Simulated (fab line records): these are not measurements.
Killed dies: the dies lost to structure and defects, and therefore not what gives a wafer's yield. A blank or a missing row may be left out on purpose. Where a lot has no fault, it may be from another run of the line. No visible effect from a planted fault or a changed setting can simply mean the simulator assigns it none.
What tool caused it? / flow gf180mcu / 13 lots with 39 wafers sampled at 2 steps, on a route of 602 steps

WHAT EACH GAUGE READ, for each wafer
GF_STI_BOW_MEAS_00. Usual: for INCOMING_BOW the level is 0 um and the standard deviation is 6.8.
lot=L524; measured=day 1 10:00; on=film_metro-04; INCOMING_BOW (um)=-6 4 12; flag=
lot=L525; measured=day 1 15:00; on=film_metro-04; INCOMING_BOW (um)=9 2 0; flag=
lot=L526; measured=day 1 20:04; on=film_metro-01; INCOMING_BOW (um)=3 2 -2; flag=
lot=L527; measured=day 2 01:01; on=film_metro-04; INCOMING_BOW (um)=-15 -16 0; flag=
lot=L528; measured=day 2 06:02; on=film_metro-01; INCOMING_BOW (um)=1 3 11; flag=
lot=L531; measured=day 2 21:00; on=film_metro-01; INCOMING_BOW (um)=8 5 -2; flag=
lot=L537; measured=day 4 03:00; on=film_metro-04; INCOMING_BOW (um)=8 -21 -11; flag=
lot=L539; measured=day 4 13:03; on=film_metro-04; INCOMING_BOW (um)=6 -12 9; flag=
lot=L540; measured=day 4 18:00; on=film_metro-03; INCOMING_BOW (um)=2 -10 1; flag=
lot=L541; measured=day 4 23:00; on=film_metro-03; INCOMING_BOW (um)=4 1 -3; flag=
lot=L542; measured=day 5 04:00; on=film_metro-03; INCOMING_BOW (um)=-15 11 -1; flag=
lot=L546; measured=day 6 00:00; on=film_metro-01; INCOMING_BOW (um)=6 -11 1; flag=
lot=L547; measured=day 6 05:02; on=film_metro-01; INCOMING_BOW (um)=0 3 9; flag=

GF_MVSD_OVL_MEAS_07. Usual: for MVSD_OVL the level is -0.1 nm and the standard deviation is 1.3.
lot=L524; measured=day 4 14:41; on=overlay-02; MVSD_OVL (nm)=-0.6 -0.1 -1.7; flag=
lot=L525; measured=day 4 17:54; on=overlay-02; MVSD_OVL (nm)=0.4 1.3 1.5; flag=
lot=L526; measured=day 5 03:52; on=overlay-01; MVSD_OVL (nm)=0.5 2.3 0.7; flag=
lot=L527; measured=day 5 08:38; on=overlay-02; MVSD_OVL (nm)=1.1 -0.9 -1.3; flag=
lot=L528; measured=day 5 11:10; on=overlay-01; MVSD_OVL (nm)=-0.5 -0.4 -0.6; flag=
lot=L531; measured=day 6 02:45; on=overlay-01; MVSD_OVL (nm)=-0.2 -0.6 1.3; flag=
lot=L537; measured=day 7 17:00; on=overlay-02; MVSD_OVL (nm)=-1.8 -0.8 -2.0; flag=
lot=L539; measured=day 8 01:04; on=overlay-02; MVSD_OVL (nm)=0.3 0.3 1.7; flag=
lot=L540; measured=day 8 09:17; on=overlay-02; MVSD_OVL (nm)=-2.3 -0.3 0.2; flag=
lot=L541; measured=day 8 13:27; on=overlay-02; MVSD_OVL (nm)=-0.5 0.4 0.9; flag=
lot=L542; measured=day 8 19:05; on=overlay-01; MVSD_OVL (nm)=0.5 1.5 0.6; flag=
lot=L546; measured=day 9 17:08; on=overlay-02; MVSD_OVL (nm)=-2.6 -3.8 -1.9; flag=
lot=L547; measured=day 10 00:10; on=overlay-01; MVSD_OVL (nm)=0.0 -0.6 0.8; flag=

EACH LOT AND THE TOOL THAT RAN IT (in order: tool; ch and the chambers of the sampled wafers; start)
Before these readings, the record contains no process step.

AS READ BY THE TOOLS THEMSELVES (means over the sampled wafers that have a number; for cases with no such wafer, the mark the record gives instead)
The record holds no such reading with a usual standard deviation.

THE ANSWER, worked out from the rows above alone
Rule: a lot counts as off when the mean over its wafers that have a number is more than 3 standard deviations away from the usual mean. Also off: a lot with no number at a reading for which 4 or more lots have one. Where the step has rows for the other lots, those lots are counted as sound. After the gauges, taken in route order, come the tools' own readings; for these a lot's mean is taken, as printed above. At the first step where some lot is off, the reading lying furthest off is the one used; lots without a number count as furthest.
No lot is off on any of the readings shown, so nothing can be concluded from this.

WHAT THE SIMULATOR HAD PUT IN
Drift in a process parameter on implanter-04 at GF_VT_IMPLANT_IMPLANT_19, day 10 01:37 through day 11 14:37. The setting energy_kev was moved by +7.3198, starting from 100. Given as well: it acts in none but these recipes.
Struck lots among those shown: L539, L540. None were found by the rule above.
